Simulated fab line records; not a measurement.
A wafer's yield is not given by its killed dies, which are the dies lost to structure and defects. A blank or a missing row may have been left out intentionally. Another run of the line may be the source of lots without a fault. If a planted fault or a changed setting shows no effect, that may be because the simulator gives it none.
A lot that was struck, set against a sound lot | flow gf180mcu | 14 out of 602 route steps
Sound: these wafers, L124.4, L124.5, L124.6. Wafers L116.3, L116.4, L116.5 were the ones struck. Last of all comes the cause.
Order at every step that has rows: each side's tool, ch and its chambers, its first start. Under that, the readings that differ: sound wafers | struck wafers | difference of the means | sigmas: that difference in standard deviations of wafers without a fault.
alike: a reading whose means differ by less than 2 such deviations, as well as words and numbers matching on both sides. not compared: withheld readings; readings where some wafer has no value; bounds like >300 that might hide an equal value; numbers whose values overlap and for which the record gives no deviation.
A row with sigmas, a row that says differs or no value, or rows on one side alone: a step with any of these is where the two part. Numbers that don't overlap but have no deviation are shown without sigmas and don't part them. A reading that every wafer of one side lacks parts them only if that side has two wafers or more.

first, 4 steps without rows for these wafers: GF_HV_LDD_SOFTBAKE_42 (time 60 s); GF_HV_LDD_EXPOSE_43 (exposes mask Pplus HV AREA, target cd 400 nm); GF_HV_LDD_PEB_44; GF_HV_LDD_DEVELOP_45 (develop time 60 s).
GF_HV_LDD_CD_MEAS_46: target cd 400 nm.
  sound on cd sem-01 at day 18 19:32; struck on cd sem-01 at day 15 17:38
  alike: cd nm
GF_HV_LDD_OVL_MEAS_47:
  sound on overlay-02 at day 18 19:37; struck on overlay-01 at day 15 17:43
  alike: HV_LDD_03_OVL
next, for these wafers, 1 step has no rows: GF_HV_LDD_IMPLANT_48.
GF_HV_LDD_STRIP_49: strips in O2/N2.
  sound on plasma asher-03 ch 0,1, day 18 19:49; struck on plasma asher-01 ch 0,1, day 15 17:56
  reading                     | sound       | struck      | difference | sigmas
  drypump motor current A (A) | 5.4 5.5 5.5 | 6.2 6.6 6.6 | +1.0       | +2
  alike: heater power w, n2 flow sccm, oes product au, strip time to endpoint s
  not compared: rf hours counter h
GF_HV_LDD_TW_MEAS_50:
  sound on film metro-03 at day 18 19:55; struck on film metro-01 at day 15 18:01
  alike: HV_LDD_4_TW
then, 1 step without rows for these wafers: GF_HV_LDD_CLEAN_51 (cleans in SC1/SC2, time 150 s).
GF_HV_LDD_RTA_52: time 10 s.
  sound on rtp anneal-02 ch 0, day 18 20:01; struck on rtp anneal-02 ch 0, day 15 18:08
  alike: lamp power pct, wafer_temp_C_max
GF_HV_LDD_RS_MEAS_53: measurement is done with a four-point probe.
  sound on film metro-01 at day 18 20:07; struck on film metro-04 at day 15 18:13
  alike: HV_LDD_RS
GF_HV_LDD_CVD_54: deposits SiO2 from TEOS, target thk 10 nm, time 75 s.
  sound on lpcvd-02 ch 1, day 18 20:11; struck on lpcvd-01 ch 1, day 15 18:17
  no value came back on the struck wafers for pressure mtorr (mTorr), spike tc bottom C (C), time s (s), zone power centre pct (%); on the sound wafers pressure mtorr (mTorr) reads 399.8 400.0 399.7
then, 1 step without rows for these wafers: GF_HV_LDD_CVD_56 (deposits Si3N4 from DCS/NH3, target thk 90 nm, time 1509 s).

== WHERE THEY PART ==
Earliest at GF_HV_LDD_STRIP_49; latest, in this record, at GF_HV_LDD_CVD_54.

WHY: whatever the simulator had introduced
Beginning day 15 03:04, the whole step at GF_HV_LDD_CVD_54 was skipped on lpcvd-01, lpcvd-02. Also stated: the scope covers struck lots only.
